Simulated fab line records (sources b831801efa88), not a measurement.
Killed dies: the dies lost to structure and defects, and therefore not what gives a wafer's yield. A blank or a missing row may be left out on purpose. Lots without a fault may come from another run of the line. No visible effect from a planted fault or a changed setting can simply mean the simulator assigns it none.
fab line records ; flow sky130
record lots=13; wafers=39; last-day=51
route steps=708 shown FIELD_ISO@3 NWELL@64 GATE_OXIDE@197 METAL1@450
lots that met no fault: from a run of the same line without faults
start-h: the number of hours between the record's first day and the start of the first shown wafer of the lot ; wait-h: time in hours since the lot's previous step ; " repeats the value in the row above ; L1.1+2: one row covering several wafers at once ; - either no value or no given start ; * or withheld: withheld ; < > ~ a bound
route shown NAME@n: a module of which the file shows steps, and the number in the route of the first ; usual: average and standard deviation across the fault-free wafers ; same: alike in all rows ; chamber/n: place in a boat ; sites: each site's reading ; _std_site: the standard deviation of these ; _edge_site: mean of outer sites minus mean of inner sites ; radius-mm: for every site, how far away it sits from the centre of the wafer ; mask NAME#n: copy n ; behind: tool/chamber where the wafer was last shaped ; hold: the reason the lot was held/the length of the hold in hours/how it ended ; device: transistor that didn't switch, given as n, p or np ; end of line: the route-end tests of the same wafers ; where a step has no rows: the recipe by itself ; killed: at the first sort, the dies lost to defects and structure; wafer yield is something else ; map: a wafer's dies, x killed, . not, _ none there
set.NAME: the setting as run; set.NAME@STEP: as run at that earlier step ; model.NAME: the simulator's own value behind a step, which no gauge read
one table for each step of the route and one row for each wafer, over a sample of lots
services: the hour from which a tool's chamber was out of use, counted from the record's first day as start-h (under 0 if before that day), plus the number of hours and why
## steps
# step SKY_FIELD_ISO_THK_MEAS_02
# recipe reads=SiO2_of_FIELD_ISO_OXIDATION_01
# usual FIELD_ISO_OXIDATION_00_THK=11.97/0.23
lot.wafer;tool;chamber;start-h;wait-h;FIELD_ISO_OXIDATION_00_THK[nm]
L252.1;film-metro-02;-;17.54;0.0;11.87
L252.3;film-metro-02;-;17.54;0.0;11.91
L252.6;film-metro-02;-;17.54;0.0;11.89
L253.4;film-metro-02;-;21.87;0.0;11.75
L253.5;film-metro-02;-;21.87;0.0;11.62
L253.6;film-metro-02;-;21.87;0.0;11.64
L255.1;film-metro-04;-;32.42;0.0;12.06
L255.3;film-metro-04;-;32.42;0.0;11.84
L255.5;film-metro-04;-;32.42;0.0;11.88
L257.3;film-metro-02;-;42.91;0.0;11.80
L257.5;film-metro-02;-;42.91;0.0;11.75
L257.6;film-metro-02;-;42.91;0.0;11.77
L258.2;film-metro-01;-;47.08;0.0;11.70
L258.3;film-metro-01;-;47.08;0.0;11.82
L258.6;film-metro-01;-;47.08;0.0;11.75
L259.1;film-metro-02;-;51.63;0.0;11.98
L259.4;film-metro-02;-;51.63;0.0;12.13
L259.5;film-metro-02;-;51.63;0.0;12.02
L262.1;film-metro-04;-;66.63;0.0;12.00
L262.4;film-metro-04;-;66.63;0.0;12.16
L262.6;film-metro-04;-;66.63;0.0;11.94
L264.1;film-metro-01;-;76.63;0.0;12.10
L264.2;film-metro-01;-;76.63;0.0;12.18
L264.5;film-metro-01;-;76.63;0.0;12.32
L267.1;film-metro-02;-;93.47;0.0;11.82
L267.2;film-metro-02;-;93.47;0.0;12.01
L267.3;film-metro-02;-;93.47;0.0;11.98
L271.1;film-metro-02;-;111.63;0.0;11.56
L271.3;film-metro-02;-;111.63;0.0;11.62
L271.5;film-metro-02;-;111.63;0.0;11.59
L272.1;film-metro-04;-;116.90;0.0;12.02
L272.2;film-metro-04;-;116.90;0.0;11.95
L272.6;film-metro-04;-;116.90;0.0;11.98
L273.1;film-metro-02;-;122.78;0.0;11.75
L273.2;film-metro-02;-;122.78;0.0;11.76
L273.5;film-metro-02;-;122.78;0.0;12.10
L274.2;film-metro-01;-;127.22;0.0;11.77
L274.3;film-metro-01;-;127.22;0.0;11.79
L274.5;film-metro-01;-;127.22;0.0;11.85
# step SKY_NWELL_IMPLANT_11
# recipe species=P; energy-kev=400; dose-cm2=1.9e+13; tilt-deg=withheld
# usual beam-energy-keV=400.00/0.13
lot.wafer;tool;chamber;start-h;wait-h;beam-energy-keV
L252.1;implanter-01;0;96.94;0.0;400.13
L252.3;implanter-01;0;96.94;0.0;400.15
L252.6;implanter-01;0;96.94;0.0;400.13
L253.4;implanter-01;0;98.90;0.1;399.99
L253.5;implanter-01;0;98.90;0.1;400.14
L253.6;implanter-01;0;98.90;0.1;399.97
L255.1;implanter-01;0;109.84;0.0;399.96
L255.3;implanter-01;0;109.84;0.0;399.95
L255.5;implanter-01;0;109.84;0.0;399.89
L257.3;implanter-01;0;123.69;0.1;399.95
L257.5;implanter-01;0;123.69;0.1;399.97
L257.6;implanter-01;0;123.69;0.1;399.88
L258.2;implanter-02;0;130.20;0.0;400.05
L258.3;implanter-02;0;130.20;0.0;399.86
L258.6;implanter-02;0;130.20;0.0;399.90
L259.1;implanter-02;0;134.34;0.0;400.04
L259.4;implanter-02;0;134.34;0.0;399.82
L259.5;implanter-02;0;134.34;0.0;399.95
L262.1;implanter-03;0;150.89;0.0;400.10
L262.4;implanter-03;0;150.89;0.0;399.84
L262.6;implanter-03;0;150.89;0.0;399.98
L264.1;implanter-01;0;159.81;0.0;386.57
L264.2;implanter-01;0;159.81;0.0;386.49
L264.5;implanter-01;0;159.81;0.0;386.46
L267.1;implanter-01;0;180.31;0.0;386.19
L267.2;implanter-01;0;180.31;0.0;386.33
L267.3;implanter-01;0;180.31;0.0;386.24
L271.1;implanter-02;0;199.64;0.0;400.19
L271.3;implanter-02;0;199.64;0.0;399.95
L271.5;implanter-02;0;199.64;0.0;399.94
L272.1;implanter-03;0;205.47;0.0;400.18
L272.2;implanter-03;0;205.47;0.0;400.01
L272.6;implanter-03;0;205.47;0.0;400.19
L273.1;implanter-03;0;213.29;0.0;400.12
L273.2;implanter-03;0;213.29;0.0;399.84
L273.5;implanter-03;0;213.29;0.0;399.81
L274.2;implanter-02;0;221.64;0.0;399.79
L274.3;implanter-02;0;221.64;0.0;399.82
L274.5;implanter-02;0;221.64;0.0;399.86
# step SKY_NWELL_RS_MEAS_29
# recipe thk-meas-gauge=four-point-probe
# usual NWELL_RS=623.8/1.7
lot.wafer;tool;chamber;start-h;wait-h;NWELL_RS[ohm/sq]
L252.1;film-metro-01;-;115.03;0.1;623.3
L252.3;film-metro-01;-;115.03;0.1;624.2
L252.6;film-metro-01;-;115.03;0.1;623.4
L253.4;film-metro-02;-;117.53;0.1;626.0
L253.5;film-metro-02;-;117.53;0.1;623.2
L253.6;film-metro-02;-;117.53;0.1;625.6
L255.1;film-metro-01;-;128.83;0.2;624.1
L255.3;film-metro-01;-;128.83;0.2;623.1
L255.5;film-metro-01;-;128.83;0.2;622.9
L257.3;film-metro-03;-;143.09;0.1;622.1
L257.5;film-metro-03;-;143.09;0.1;622.3
L257.6;film-metro-03;-;143.09;0.1;622.3
L258.2;film-metro-03;-;151.02;0.1;623.2
L258.3;film-metro-03;-;151.02;0.1;624.2
L258.6;film-metro-03;-;151.02;0.1;625.3
L259.1;film-metro-01;-;155.03;0.2;621.1
L259.4;film-metro-01;-;155.03;0.2;620.1
L259.5;film-metro-01;-;155.03;0.2;618.4
L262.1;film-metro-01;-;171.74;0.1;620.9
L262.4;film-metro-01;-;171.74;0.1;621.6
L262.6;film-metro-01;-;171.74;0.1;621.3
L264.1;film-metro-01;-;180.78;0.1;629.8
L264.2;film-metro-01;-;180.78;0.1;629.5
L264.5;film-metro-01;-;180.78;0.1;629.7
L267.1;film-metro-02;-;200.92;0.1;629.3
L267.2;film-metro-02;-;200.92;0.1;629.6
L267.3;film-metro-02;-;200.92;0.1;629.8
L271.1;film-metro-03;-;221.72;0.1;621.4
L271.3;film-metro-03;-;221.72;0.1;619.9
L271.5;film-metro-03;-;221.72;0.1;621.0
L272.1;film-metro-03;-;227.42;0.1;623.7
L272.2;film-metro-03;-;227.42;0.1;624.9
L272.6;film-metro-03;-;227.42;0.1;626.1
L273.1;film-metro-01;-;235.43;0.1;623.7
L273.2;film-metro-01;-;235.43;0.1;622.5
L273.5;film-metro-01;-;235.43;0.1;624.5
L274.2;film-metro-01;-;245.52;0.1;622.1
L274.3;film-metro-01;-;245.52;0.1;623.6
L274.5;film-metro-01;-;245.52;0.1;620.7
# step SKY_GATE_OXIDE_OVL_MEAS_10
# usual GATE_OXIDE_OVL=0.5/1.3
lot.wafer;tool;chamber;start-h;wait-h;GATE_OXIDE_OVL[nm]
L252.1;overlay-01;-;319.37;0.1;-1.7
L252.3;overlay-01;-;319.37;0.1;-0.9
L252.6;overlay-01;-;319.37;0.1;-0.2
L253.4;overlay-02;-;320.34;0.1;0.1
L253.5;overlay-02;-;320.34;0.1;1.1
L253.6;overlay-02;-;320.34;0.1;2.6
L255.1;overlay-02;-;340.42;0.1;0.4
L255.3;overlay-02;-;340.42;0.1;2.8
L255.5;overlay-02;-;340.42;0.1;0.8
L257.3;overlay-01;-;374.92;0.1;2.8
L257.5;overlay-01;-;374.92;0.1;1.5
L257.6;overlay-01;-;374.92;0.1;0.8
L258.2;overlay-02;-;375.13;0.1;0.9
L258.3;overlay-02;-;375.13;0.1;0.5
L258.6;overlay-02;-;375.13;0.1;-0.8
L259.1;overlay-01;-;375.42;0.1;0.3
L259.4;overlay-01;-;375.42;0.1;-0.8
L259.5;overlay-01;-;375.42;0.1;0.4
L262.1;overlay-01;-;400.76;0.1;0.3
L262.4;overlay-01;-;400.76;0.1;1.1
L262.6;overlay-01;-;400.76;0.1;0.4
L264.1;overlay-01;-;414.17;0.1;1.0
L264.2;overlay-01;-;414.17;0.1;0.8
L264.5;overlay-01;-;414.17;0.1;2.7
L267.1;overlay-02;-;447.54;0.1;0.1
L267.2;overlay-02;-;447.54;0.1;1.0
L267.3;overlay-02;-;447.54;0.1;2.6
L271.1;overlay-02;-;472.22;0.1;-0.6
L271.3;overlay-02;-;472.22;0.1;-1.7
L271.5;overlay-02;-;472.22;0.1;-1.0
L272.1;overlay-02;-;476.44;0.1;2.8
L272.2;overlay-02;-;476.44;0.1;2.2
L272.6;overlay-02;-;476.44;0.1;2.1
L273.1;overlay-02;-;491.51;0.1;-2.3
L273.2;overlay-02;-;491.51;0.1;-0.1
L273.5;overlay-02;-;491.51;0.1;-0.2
L274.2;overlay-01;-;502.36;0.1;-1.8
L274.3;overlay-01;-;502.36;0.1;-0.2
L274.5;overlay-01;-;502.36;0.1;-0.4
# step SKY_METAL1_OVL_MEAS_16
# usual METAL1_OVL=4/6.3
lot.wafer;tool;chamber;start-h;wait-h;METAL1_OVL[nm]
L252.1;overlay-01;-;771.68;0.1;-1
L252.3;overlay-01;-;771.68;0.1;-7
L252.6;overlay-01;-;771.68;0.1;5
L253.4;overlay-01;-;775.12;0.1;7
L253.5;overlay-01;-;775.12;0.1;16
L253.6;overlay-01;-;775.12;0.1;5
L255.1;overlay-02;-;792.23;0.1;-8
L255.3;overlay-02;-;792.23;0.1;-6
L255.5;overlay-02;-;792.23;0.1;-7
L259.1;overlay-01;-;823.33;0.1;14
L259.4;overlay-01;-;823.33;0.1;4
L259.5;overlay-01;-;823.33;0.1;12
L258.2;overlay-01;-;824.01;0.1;14
L258.3;overlay-01;-;824.01;0.1;-4
L258.6;overlay-01;-;824.01;0.1;12
L257.3;overlay-01;-;825.52;0.1;7
L257.5;overlay-01;-;825.52;0.1;3
L257.6;overlay-01;-;825.52;0.1;5
L262.1;overlay-01;-;848.43;0.1;5
L262.4;overlay-01;-;848.43;0.1;3
L262.6;overlay-01;-;848.43;0.1;3
L264.1;overlay-01;-;860.41;0.1;2
L264.2;overlay-01;-;860.41;0.1;3
L264.5;overlay-01;-;860.41;0.1;-1
L267.1;overlay-02;-;888.93;0.1;12
L267.2;overlay-02;-;888.93;0.1;5
L267.3;overlay-02;-;888.93;0.1;4
L271.1;overlay-02;-;908.58;0.1;10
L271.3;overlay-02;-;908.58;0.1;14
L271.5;overlay-02;-;908.58;0.1;17
L272.1;overlay-01;-;913.23;0.1;5
L272.2;overlay-01;-;913.23;0.1;-1
L272.6;overlay-01;-;913.23;0.1;8
L273.1;overlay-02;-;926.28;0.1;10
L273.2;overlay-02;-;926.28;0.1;11
L273.5;overlay-02;-;926.28;0.1;16
L274.2;overlay-01;-;954.58;0.1;-3
L274.3;overlay-01;-;954.58;0.1;7
L274.5;overlay-01;-;954.58;0.1;2
## services
tool;chamber;start-h;hours;kind
implanter-02;-;78.30;4.0;repair
implanter-02;-;86.64;11.6;pm
implanter-02;-;98.54;6.8;repair
implanter-02;-;115.09;0.9;repair
implanter-02;-;122.19;3.1;pm
implanter-01;-;130.54;2.9;pm
implanter-02;-;177.16;2.6;pm
implanter-01;-;204.97;1.4;repair
## key
first-sign step=SKY_NWELL_IMPLANT_11; reading=beam-energy-keV; direction=down; sigmas=99+; usual=*; struck=*
effect step=SKY_NWELL_RS_MEAS_29; reading=NWELL_RS; direction=up; sigmas=3.4; usual=623.8; struck=629.6
met-at SKY_NWELL_IMPLANT_11
struck-lots L264,L267
tester-left-out L264,L267
not-acting-at SKY_FIELD_ISO_THK_MEAS_02,SKY_GATE_OXIDE_OVL_MEAS_10,SKY_METAL1_OVL_MEAS_16
onset-between 123.69 159.81
fault kind=process-parameter-drift; tool=implanter-01; chamber=-; onset-h=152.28; steps=SKY_NWELL_IMPLANT_11; channel=energy-kev; offset=*; shape=step; end-h=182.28; acts-in=*; stated=*
# tester-left-out: of these lots the tester's yield and bins aren't shown, on N5 and GAA mostly nor the transistor test; their killed dies are dies lost to structure and defects alone, not to doping, threshold or leakage, so they don't give the yield
